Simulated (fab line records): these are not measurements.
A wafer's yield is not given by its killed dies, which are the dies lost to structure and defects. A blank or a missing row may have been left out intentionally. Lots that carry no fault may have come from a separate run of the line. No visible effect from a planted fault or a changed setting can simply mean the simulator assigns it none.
fab line records | flow sky130
record: lots: 6 wafers: 18 last-day: 50
route steps=708 shown VT_ADJUST_PCH@144 SONOS_TUNNEL@154 PAD_OPEN@708
lots that met no fault: taken from a fault-free run of the same line
start-h: hours from the record's first day to the start of the lot's first wafer shown | wait-h: time in hours since the lot's previous step | " the same as in the row above | L1.1+2: a single row standing in for several wafers | - no value, or no start given | * or withheld: withheld | < > ~ a bound
route shown NAME@n: a module of which the file shows steps, and the number in the route of the first | usual: mean and standard deviation over wafers with no fault | same: alike in all rows | chamber/n: place in a boat | sites: each site's reading | _std_site: their standard deviation | _edge_site: outer sites' mean less inner sites' | radius-mm: how far each site lies from the wafer's centre | mask NAME#n: copy n | behind: the tool/chamber that last shaped the wafer | hold: cause of the lot's hold/its duration in hours/its outcome | device: whichever transistor did not switch (one of n, p or np) | end of line: tests of these same wafers at the route's end | where a step has no rows: the recipe by itself | killed: not the wafer's yield, but the dies lost to structure and defects at the first sort | map: a wafer's dies, x killed, . not, _ none there
set.NAME: setting as actually run; set.NAME@STEP: the setting as run at that earlier step | model.NAME: the simulator's own value behind a step, which no gauge read
lots at some steps of the route; a table a step, a row a wafer
services: from which hour (start-h, from the record's first day; less than 0 if before it) a tool's chamber was out of use, for how many hours, and why
== steps ==
step: SKY_VT_ADJUST_PCH_HMDS_01
recipe: prime-time-s: 60 prime-temp-c: 120
step: SKY_VT_ADJUST_PCH_COAT_02
recipe: spin-rpm: 2000 resist-thk-nm: 3000
step: SKY_VT_ADJUST_PCH_SOFTBAKE_03
recipe: temp-c: 110 time-s: withheld
step: SKY_VT_ADJUST_PCH_EXPOSE_04
recipe: mask-id: NWM na: 0.6 source-shape: conventional sigma-outer: 0.6 polarization: unpolarized target-cd-nm: 840 dose-mj: 255
step: SKY_VT_ADJUST_PCH_PEB_05
recipe: temp-c: 115 time-s: withheld
step: SKY_VT_ADJUST_PCH_DEVELOP_06
recipe: wall-angle-deg: 90 developer: TMAH develop-time-s: 60 dev-temp-c: 23
step: SKY_VT_ADJUST_PCH_OVL_MEAS_07
usual: VT_ADJUST_PCH_OVL: 1.5/1.2
columns lot.wafer tool chamber start-h wait-h VT_ADJUST_PCH_OVL[nm]
L754.3 overlay-02 - 284.17 - 3.7
L754.4 " - " " 1.4
L754.6 " - " " 2.6
L760.2 overlay-02 - 327.40 - 2.2
L760.3 " - " " 0.5
L760.6 " - " " 2.1
L761.1 overlay-01 - 332.66 - -0.9
L761.4 " - " " 0.9
L761.6 " - " " 0.5
L768.2 overlay-01 - 385.60 - 1.2
L768.3 " - " " -1.8
L768.6 " - " " -0.8
L769.1 overlay-02 - 396.75 - -0.5
L769.5 " - " " 0.3
L769.6 " - " " 0.6
L770.2 overlay-02 - 404.32 - 1.9
L770.5 " - " " -0.8
L770.6 " - " " 1.4
step: SKY_VT_ADJUST_PCH_IMPLANT_08
recipe: species: B energy-kev: 10 dose-cm2: 5e+11 tilt-deg: withheld
step: SKY_VT_ADJUST_PCH_STRIP_09
recipe: chemistry: O2/N2 power-w: 1361 pressure-mtorr: 1500 platen-temp-c: withheld o2-flow-sccm: 3000 n2-flow-sccm: 300 overash-fraction: 0.5
usual: chamber-pressure-mTorr: 1500.0/1.4 drypump-motor-current-A: 5.5/0.6 oes-product-au: 0.711/0.0052 strip-time-to-endpoint-s: 37.77/0.1
columns lot.wafer tool chamber start-h wait-h chamber-pressure-mTorr drypump-motor-current-A oes-product-au rf-hours-counter-h strip-time-to-endpoint-s
L754.3 plasma-asher-03 1 284.38 0.1 1501.7 4.6 0.713 - 37.72
L754.4 " 0 " " 1499.9 5.7 0.718 - 37.71
L754.6 " 1 " " 1499.7 4.6 0.716 - 37.80
L760.2 plasma-asher-03 0 327.58 0.1 1502.4 5.7 0.711 20 37.65
L760.3 " 1 " " 1496.4 4.7 0.710 - 37.80
L760.6 " 0 " " 1500.1 5.7 0.713 - 37.67
L761.1 plasma-asher-02 1 332.85 0.1 1496.9 5.8 0.706 67 37.63
L761.4 " 1 " " 1499.0 5.8 0.711 - 37.68
L761.6 " 0 " " 1499.4 6.2 0.711 - 37.58
L768.2 plasma-asher-04 0 385.78 0.1 1498.9 6.3 0.704 53 37.83
L768.3 " 1 " " 1500.2 5.4 0.721 - 37.90
L768.6 " 1 " " 1498.7 5.4 0.708 - 37.81
L769.1 plasma-asher-03 1 396.93 0.1 1501.1 4.6 0.713 28 37.85
L769.5 " 0 " " 1499.9 5.7 0.717 - 37.77
L769.6 " 1 " " 1500.7 4.6 0.715 - 37.82
L770.2 plasma-asher-03 1 404.50 0.1 1501.0 4.6 0.710 29 37.83
L770.5 " 0 " " 1502.9 5.7 0.710 - 37.94
L770.6 " 1 " " 1499.9 4.7 0.716 - 37.94
step: SKY_VT_ADJUST_PCH_TW_MEAS_10
usual: VT_ADJUST_PCH_TW: 143.8/1.4
columns lot.wafer tool chamber start-h wait-h VT_ADJUST_PCH_TW
L754.3 film-metro-02 - 284.47 0.1 144.9
L754.4 " - " " 144.6
L754.6 " - " " 145.4
L760.2 film-metro-04 - 327.69 0.1 142.7
L760.3 " - " " 142.6
L760.6 " - " " 142.1
L761.1 film-metro-01 - 332.95 0.1 143.0
L761.4 " - " " 142.6
L761.6 " - " " 141.9
L768.2 film-metro-04 - 385.89 0.1 143.7
L768.3 " - " " 143.9
L768.6 " - " " 143.9
L769.1 film-metro-01 - 397.03 0.1 141.2
L769.5 " - " " 142.6
L769.6 " - " " 141.9
L770.2 film-metro-04 - 404.61 0.1 145.0
L770.5 " - " " 144.0
L770.6 " - " " 143.7
step: SKY_SONOS_TUNNEL_DEHYDRATE_00
recipe: temp-c: 200 time-s: 60
step: SKY_SONOS_TUNNEL_HMDS_01
recipe: prime-time-s: 60 prime-temp-c: 120
step: SKY_SONOS_TUNNEL_COAT_02
recipe: resist: NOVOLAK spin-rpm: 3000 resist-thk-nm: 1140
usual: spin-speed-rpm: 3000.4/2.3
columns lot.wafer tool chamber start-h wait-h spin-speed-rpm model.NOVOLAK_of_SONOS_TUNNEL_COAT_02.thk-nm
L754.3 litho-track-04 0 297.00 0.1 3006.7 1139
L754.4 " 0 " " 3002.4 1139
L754.6 " 0 " " 3002.1 1139
L760.2 litho-track-01 0 339.99 0.1 3101.0 1121
L760.3 " 0 " " 3103.2 1122
L760.6 " 0 " " 3104.5 1118
L761.1 litho-track-01 0 346.11 0.1 3100.4 1122
L761.4 " 0 " " 3103.6 1126
L761.6 " 0 " " 3101.5 1124
L768.2 litho-track-01 0 399.44 0.1 3000.1 1142
L768.3 " 0 " " 2999.4 1142
L768.6 " 0 " " 2998.8 1142
L769.1 litho-track-01 0 410.86 0.1 3000.4 1138
L769.5 " 0 " " 3002.5 1141
L769.6 " 0 " " 3000.8 1144
L770.2 litho-track-01 0 418.84 0.1 2999.5 1143
L770.5 " 0 " " 2998.3 1143
L770.6 " 0 " " 2998.8 1143
step: SKY_SONOS_TUNNEL_SOFTBAKE_03
recipe: temp-c: 90 time-s: 60 resist: NOVOLAK
step: SKY_SONOS_TUNNEL_EXPOSE_04
recipe: mask-id: TUNM na: 0.6 source-shape: conventional sigma-outer: 0.6 polarization: unpolarized target-cd-nm: 410 dose-mj: 136
step: SKY_SONOS_TUNNEL_PEB_05
recipe: temp-c: withheld time-s: * resist: NOVOLAK
step: SKY_SONOS_TUNNEL_DEVELOP_06
recipe: resist: NOVOLAK developer: TMAH develop-time-s: 60 dev-temp-c: 23
columns lot.wafer tool chamber start-h wait-h model.NOVOLAK_of_SONOS_TUNNEL_COAT_02.thk-nm
L754.3+4+6 litho-track-01 0 309.56 0.1 1139
L760.2 litho-track-04 0 354.08 0.1 1121
L760.3 " 0 " " 1122
L760.6 " 0 " " 1117
L761.1 litho-track-02 0 360.10 0.1 1122
L761.4 " 0 " " 1125
L761.6 " 0 " " 1124
L768.2+6 litho-track-02 0 414.47 0.1 1142
L768.3 " 0 " " 1141
L769.1 litho-track-01 0 425.76 0.1 1138
L769.5 " 0 " " 1140
L769.6 " 0 " " 1143
L770.2 litho-track-02 0 433.32 0.1 1142
L770.5+6 " 0 " " 1143
step: SKY_SONOS_TUNNEL_CD_MEAS_07
recipe: target-cd-nm: 410
usual: cd-nm: 410.2/2.1
columns lot.wafer tool chamber start-h wait-h cd-nm
L754.3 cd-sem-01 - 309.70 0.1 409.6
L754.4 " - " " 410.4
L754.6 " - " " 409.8
L760.2 cd-sem-02 - 354.22 0.1 415.8
L760.3 " - " " 413.5
L760.6 " - " " 414.5
L761.1 cd-sem-02 - 360.25 0.1 407.4
L761.4 " - " " 409.5
L761.6 " - " " 412.2
L768.2 cd-sem-02 - 414.62 0.1 407.6
L768.3 " - " " 409.5
L768.6 " - " " 408.2
L769.1 cd-sem-02 - 425.91 0.1 410.5
L769.5 " - " " 412.3
L769.6 " - " " 410.9
L770.2 cd-sem-02 - 433.47 0.1 410.7
L770.5 " - " " 411.7
L770.6 " - " " 410.6
step: SKY_PAD_OPEN_PROBE_99
usual: killed_at_M0_to_M3: 43/6.9 killed_at_M4_up: 3.2/2 killed-at-contacts: 25/5.1 killed-at-front-end: 15/4.5 killed-at-other: 0.2/0.51 killed-dies: 85/9.5 killed-on-rim: 16/3.7 killed-open: 48/6.9 killed-short: 38/6.7
same: gross-dies: 492 killed-at-back-side: 0
columns lot.wafer tool chamber start-h wait-h killed_at_M0_to_M3 killed_at_M4_up killed-at-contacts killed-at-front-end killed-at-other killed-dies killed-on-rim killed-open killed-short
L754.3 prober-01 - 1123.11 0.2 47 2 27 18 0 94 14 59 35
L754.4 prober-01 - 1123.16 0.2 46 3 24 11 0 84 20 48 36
L754.6 prober-01 - 1123.26 0.2 53 1 15 19 0 88 17 49 39
L760.2 prober-01 - 1150.06 0.1 43 1 16 17 0 77 7 44 33
L760.3 prober-01 - 1150.11 0.2 37 6 32 14 0 89 11 53 36
L760.6 prober-01 - 1150.26 0.2 43 3 19 16 1 82 18 54 28
L761.1 prober-02 - 1152.47 0.1 36 4 25 11 0 76 12 43 33
L761.4 prober-02 - 1152.62 0.2 49 2 27 10 0 88 13 49 39
L761.6 prober-02 - 1152.72 0.2 65 1 24 13 1 104 21 62 42
killed by level:class
L754.3 VIA1:geometric-particle:open=13 LI_CONTACT:geometric-particle:open=9 CONTACT:geometric-particle:open=9 POLY_GATE:geometric-particle:open=6 VIA2:geometric-particle:open=6 FIELD_ISO:geometric-particle:open=5 VIA3:geometric-particle:open=5 LOCAL_INTERCONNECT:geometric-particle:short=4
L754.4 VIA1:geometric-particle:open=10 VIA3:geometric-particle:open=9 CONTACT:geometric-particle:open=8 LI_CONTACT:geometric-particle:open=8 CONTACT:geometric-particle:short=7 METAL1:geometric-particle:short=6 VIA2:geometric-particle:open=6 VIA1:geometric-particle:short=4
L754.6 VIA3:geometric-particle:open=12 CONTACT:geometric-particle:open=9 METAL2:geometric-particle:short=9 VIA1:geometric-particle:open=8 FIELD_ISO:geometric-particle:short=7 METAL1:geometric-particle:short=6 VIA2:geometric-particle:open=6 FIELD_ISO:geometric-particle:open=4
L760.2 VIA1:geometric-particle:open=12 VIA3:geometric-particle:open=7 VIA1:geometric-particle:short=7 CONTACT:geometric-particle:open=6 CONTACT:geometric-particle:short=5 SPACER:geometric-particle:open=4 FIELD_ISO:geometric-particle:open=3 METAL1:geometric-particle:short=3
L760.3 CONTACT:geometric-particle:open=11 VIA1:geometric-particle:open=10 LI_CONTACT:geometric-particle:open=8 CONTACT:geometric-particle:short=6 VIA2:geometric-particle:open=6 LOCAL_INTERCONNECT:geometric-particle:short=5 VIA3:geometric-particle:open=5 FIELD_ISO:geometric-particle:open=4
L760.6 VIA1:geometric-particle:open=12 VIA1:geometric-particle:short=8 VIA3:geometric-particle:open=8 CONTACT:geometric-particle:open=6 VIA2:geometric-particle:open=6 FIELD_ISO:geometric-particle:short=4 LI_CONTACT:geometric-particle:open=4 FIELD_ISO:geometric-particle:open=3
L761.1 VIA1:geometric-particle:open=10 LI_CONTACT:geometric-particle:open=8 CONTACT:geometric-particle:open=8 VIA1:geometric-particle:short=8 VIA3:geometric-particle:open=5 FIELD_ISO:geometric-particle:open=4 POLY_GATE:geometric-particle:short=4 METAL2:geometric-particle:short=4
L761.4 VIA1:geometric-particle:open=14 CONTACT:geometric-particle:open=11 VIA1:geometric-particle:short=9 VIA2:geometric-particle:open=8 LI_CONTACT:geometric-particle:open=5 LOCAL_INTERCONNECT:geometric-particle:short=5 VIA3:geometric-particle:open=5 CONTACT:geometric-particle:short=4
L761.6 VIA1:geometric-particle:open=21 VIA3:geometric-particle:open=11 METAL1:geometric-particle:short=8 LI_CONTACT:geometric-particle:open=8 VIA1:geometric-particle:short=8 VIA2:geometric-particle:open=6 CONTACT:geometric-particle:open=6 LOCAL_INTERCONNECT:geometric-particle:short=5
== services ==
columns tool chamber start-h hours kind
plasma-asher-03 - 265.75 1.4 repair
plasma-asher-04 - 295.52 1.5 repair
plasma-asher-03 - 314.61 1.6 repair
plasma-asher-04 - 348.73 13.9 repair
plasma-asher-02 - 367.86 12.4 repair
plasma-asher-04 - 407.49 2.8 pm
== key ==
first-sign: step: SKY_SONOS_TUNNEL_COAT_02 reading: spin-speed-rpm direction: up sigmas: 44 usual: 3000.4 struck: 3102.4
effect none on later readings
model-effect: step: SKY_SONOS_TUNNEL_COAT_02 value: NOVOLAK_of_SONOS_TUNNEL_COAT_02.thk-nm without: 1141 struck: 1122
model-effect: step: SKY_SONOS_TUNNEL_DEVELOP_06 value: NOVOLAK_of_SONOS_TUNNEL_COAT_02.thk-nm without: 1140 struck: 1122
met-at SKY_SONOS_TUNNEL_COAT_02
struck-wafers L760.2,L760.3,L760.6,L761.1,L761.4,L761.6
tester-left-out L760,L761
fault: kind: process-parameter-drift tool: litho-track-01 chamber: - onset-h: 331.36 steps: SKY_SONOS_TUNNEL_COAT_02 channel: spin-rpm offset: 100.09 shape: step end-h: 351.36 acts-in: these-recipes-only stated: 3000
tester-left-out: of these lots the tester's yield and bins aren't shown, on N5 and GAA mostly nor the transistor test; their killed dies are dies lost to structure and defects alone, not to doping, threshold or leakage, so they don't give the yield
